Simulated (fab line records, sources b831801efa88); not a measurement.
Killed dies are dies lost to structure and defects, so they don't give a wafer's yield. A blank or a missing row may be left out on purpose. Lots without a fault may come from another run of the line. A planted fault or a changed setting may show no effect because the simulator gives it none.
Which tool did it? | flow sky130 | 10 lots, 30 wafers sampled, at 6 steps of a route of 708

WHAT THE GAUGES READ, wafer by wafer
SKY_METAL2_RS_MEAS_05: measures by four-point-probe. Usual: METAL2_ALCU_RS 0.1261 ohm/sq, standard deviation 0.0015.
lot  | measured     | on            | METAL2_ALCU_RS (ohm/sq)                   | flag
L698 | day 34 15:31 | film_metro-03 | 0.1273 0.1244 0.1251                      |
L701 | day 35 22:01 | film_metro-01 | 0.1253 0.1260 0.1257                      |
L709 | day 37 20:35 | film_metro-01 | 0.1246 0.1241 0.1248 0.1246 0.1238 0.1250 |
L711 | day 38 11:12 | film_metro-03 | 0.1244 0.1234 0.1238 0.1246 0.1234 0.1237 |
L712 | day 39 22:14 | film_metro-03 | 0.1261 0.1280 0.1263                      |
L714 | day 39 23:50 | film_metro-03 | 0.1252 0.1273 0.1260                      |
L715 | day 40 02:43 | film_metro-01 | 0.1266 0.1252 0.1270                      |
L716 | day 40 04:43 | film_metro-01 | 0.1239 0.1264 0.1239                      |
L717 | day 40 09:22 | film_metro-02 | 0.1267 0.1256 0.1258                      |
L719 | day 40 21:11 | film_metro-03 | 0.1241 0.1253 0.1261                      |

SKY_METAL2_THK_MEAS_06: measures by xrf. Usual: METAL2_ALCU_THK 256 nm, standard deviation 3.1.
lot  | measured     | on            | METAL2_ALCU_THK (nm)    | flag
L698 | day 34 15:37 | film_metro-03 | 254 258 257             |
L701 | day 35 22:08 | film_metro-01 | 258 257 256             |
L709 | day 38 01:34 | film_metro-01 | 243 240 240 240 241 240 | OFF
L711 | day 38 13:18 | film_metro-03 | 239 240 241 240 242 241 | OFF
L712 | day 39 22:21 | film_metro-03 | 257 250 254             |
L714 | day 39 23:56 | film_metro-03 | 256 250 252             |
L715 | day 40 02:49 | film_metro-01 | 256 257 253             |
L716 | day 40 04:50 | film_metro-01 | 261 253 258             |
L717 | day 40 09:28 | film_metro-02 | 255 257 260             |
L719 | day 40 21:18 | film_metro-03 | 259 255 255             |

WHICH TOOL RAN EACH LOT (tool, then ch and the chambers of the sampled wafers, then the start)
lot  | SKY_VIA1_STRIP_16                    | SKY_VIA1_CMP_24               | SKY_METAL2_SPUTTER_01        | SKY_METAL2_SPUTTER_04
L698 | plasma_asher-02 ch 0,1, day 34 14:08 | cmp-01 ch 0,1,3, day 34 15:05 | pvd_sputter-01, day 34 15:22 | pvd_sputter-01, day 34 15:25
L701 | plasma_asher-04 ch 0,1, day 35 20:36 | cmp-01 ch 0,1,2, day 35 21:37 | pvd_sputter-02, day 35 21:53 | pvd_sputter-02, day 35 21:57
L709 | plasma_asher-02 ch 0,1, day 37 19:11 | cmp-01 ch 0,2,3, day 37 20:11 | pvd_sputter-02, day 37 20:28 | pvd_sputter-02, day 37 20:32
L711 | plasma_asher-01 ch 1, day 38 09:48   | cmp-02 ch 1,2, day 38 10:46   | pvd_sputter-02, day 38 11:05 | pvd_sputter-02, day 38 11:09
L712 | plasma_asher-04 ch 0,1, day 39 20:52 | cmp-02 ch 0,2,3, day 39 21:50 | pvd_sputter-03, day 39 22:07 | pvd_sputter-03, day 39 22:11
L714 | plasma_asher-02 ch 0,1, day 39 22:27 | cmp-02 ch 1,2,3, day 39 23:29 | pvd_sputter-01, day 39 23:40 | pvd_sputter-01, day 39 23:44
L715 | plasma_asher-02 ch 0,1, day 40 01:18 | cmp-01 ch 0,1, day 40 02:17   | pvd_sputter-03, day 40 02:33 | pvd_sputter-03, day 40 02:38
L716 | plasma_asher-02 ch 0,1, day 40 03:22 | cmp-01 ch 0,1,3, day 40 04:20 | pvd_sputter-01, day 40 04:37 | pvd_sputter-01, day 40 04:41
L717 | plasma_asher-01 ch 0,1, day 40 07:59 | cmp-02 ch 0,1, day 40 08:53   | pvd_sputter-01, day 40 09:13 | pvd_sputter-01, day 40 09:17
L719 | plasma_asher-02 ch 0,1, day 40 19:46 | cmp-01 ch 0,1,3, day 40 20:44 | pvd_sputter-03, day 40 21:03 | pvd_sputter-03, day 40 21:07
- SKY_VIA1_STRIP_16: strips in O2/N2.
- SKY_VIA1_CMP_24: polishes, stops on SiO2, t overpolish 15 s, target thk 0 nm.
- SKY_METAL2_SPUTTER_01: material TiN, target thk 20 nm, time 16.7 s.
- SKY_METAL2_SPUTTER_04: material TiN, target thk 70 nm, time 58.3 s.

WHAT THE TOOLS THEMSELVES READ (means of the sampled wafers that have a number; where no wafer has one, the mark that the record gives instead)
SKY_VIA1_STRIP_16. Usual: drypump_motor_current_A 5.7 A, standard deviation 0.39; n2_flow_sccm 300.0 sccm, standard deviation 0.89; oes_product_au 0.416 a.u., standard deviation 0.0046; strip_time_to_endpoint_s 4.455 s, standard deviation 0.028.
lot  | tool            | drypump_motor_current_A (A) | n2_flow_sccm (sccm) | oes_product_au (a.u.) | strip_time_to_endpoint_s (s) | flag
L698 | plasma_asher-02 | 5.5                         | 300.4               | 0.414                 | 4.424                        |
L701 | plasma_asher-04 | 5.9                         | 300.0               | 0.414                 | 4.475                        |
L709 | plasma_asher-02 | 5.9                         | 300.0               | 0.419                 | 4.461                        |
L711 | plasma_asher-01 | 5.5                         | 301.1               | 0.417                 | 4.442                        |
L712 | plasma_asher-04 | 5.9                         | 299.8               | 0.413                 | 4.450                        |
L714 | plasma_asher-02 | 5.5                         | 300.0               | 0.416                 | 4.440                        |
L715 | plasma_asher-02 | 5.5                         | 299.8               | 0.414                 | 4.433                        |
L716 | plasma_asher-02 | 5.8                         | 299.0               | 0.417                 | 4.469                        |
L717 | plasma_asher-01 | 5.4                         | 299.9               | 0.418                 | 4.470                        |
L719 | plasma_asher-02 | 5.8                         | 298.9               | 0.417                 | 4.466                        |

SKY_VIA1_CMP_24. Usual: motor_current_A 11.0 A, standard deviation 1.1; overpolish_run_s 15.001 s, standard deviation 0.009; time_to_endpoint_s 67 s, standard deviation 4.
lot  | tool   | motor_current_A (A) | overpolish_run_s (s) | time_to_endpoint_s (s) | flag
L698 | cmp-01 | 10.5                | 14.994               | 70                     |
L701 | cmp-01 | 11.1                | 15.010               | 68                     |
L709 | cmp-01 | 10.3                | 15.000               | 66                     |
L711 | cmp-02 | 10.7                | 14.990               | 66                     |
L712 | cmp-02 | 11.1                | 14.997               | 67                     |
L714 | cmp-02 | 11.1                | 15.001               | 68                     |
L715 | cmp-01 | 12.0                | 14.997               | 64                     |
L716 | cmp-01 | 10.6                | 14.993               | 61                     |
L717 | cmp-02 | 10.9                | 15.001               | 65                     |
L719 | cmp-01 | 10.6                | 14.999               | 62                     |

SKY_METAL2_SPUTTER_01. Usual: throttle_valve_pct 29.7 %, standard deviation 1.
lot  | tool           | throttle_valve_pct (%) | flag
L698 | pvd_sputter-01 | 30.1                   |
L701 | pvd_sputter-02 | 29.8                   |
L709 | pvd_sputter-02 | 29.6                   |
L711 | pvd_sputter-02 | 29.2                   |
L712 | pvd_sputter-03 | 29.6                   |
L714 | pvd_sputter-01 | 30.0                   |
L715 | pvd_sputter-03 | 29.4                   |
L716 | pvd_sputter-01 | 30.3                   |
L717 | pvd_sputter-01 | 30.5                   |
L719 | pvd_sputter-03 | 29.4                   |

SKY_METAL2_SPUTTER_04. Usual: throttle_valve_pct 29.7 %, standard deviation 0.99.
lot  | tool           | throttle_valve_pct (%) | flag
L698 | pvd_sputter-01 | 30.1                   |
L701 | pvd_sputter-02 | 29.6                   |
L709 | pvd_sputter-02 | 29.7                   |
L711 | pvd_sputter-02 | 29.2                   |
L712 | pvd_sputter-03 | 29.4                   |
L714 | pvd_sputter-01 | 30.2                   |
L715 | pvd_sputter-03 | 29.4                   |
L716 | pvd_sputter-01 | 30.4                   |
L717 | pvd_sputter-01 | 30.4                   |
L719 | pvd_sputter-03 | 29.3                   |

THE ANSWER, worked out from the rows above alone
Rule: a lot is off if the mean of its wafers that have a number lies more than 3 standard deviations from the usual mean. A lot without any number at a reading at which 4 lots or more have one is off too. The other lots that the step has rows for count as sound. The gauges are gone through in route order, then the tools' own readings, and for those a lot's mean is taken as printed above. The first step at which some lot is off is used, and at that step the reading that is off furthest; a lot without a number counts as furthest.
Off: L709, L711, at SKY_METAL2_THK_MEAS_06 (METAL2_ALCU_THK).
A tool fits if, at a process step before that reading, it ran every lot that is off, and no sound lot after the first of them. The gauges at SKY_METAL2_THK_MEAS_06 are tried like those tools. One fits: pvd_sputter-02 at SKY_METAL2_SPUTTER_01 and SKY_METAL2_SPUTTER_04. At SKY_METAL2_SPUTTER_01 its last sound lot is L701 (day 35 21:53), its first lot that is off L709 (day 37 20:28): a fault that began between those two fits.

WHAT THE SIMULATOR HAD PUT IN
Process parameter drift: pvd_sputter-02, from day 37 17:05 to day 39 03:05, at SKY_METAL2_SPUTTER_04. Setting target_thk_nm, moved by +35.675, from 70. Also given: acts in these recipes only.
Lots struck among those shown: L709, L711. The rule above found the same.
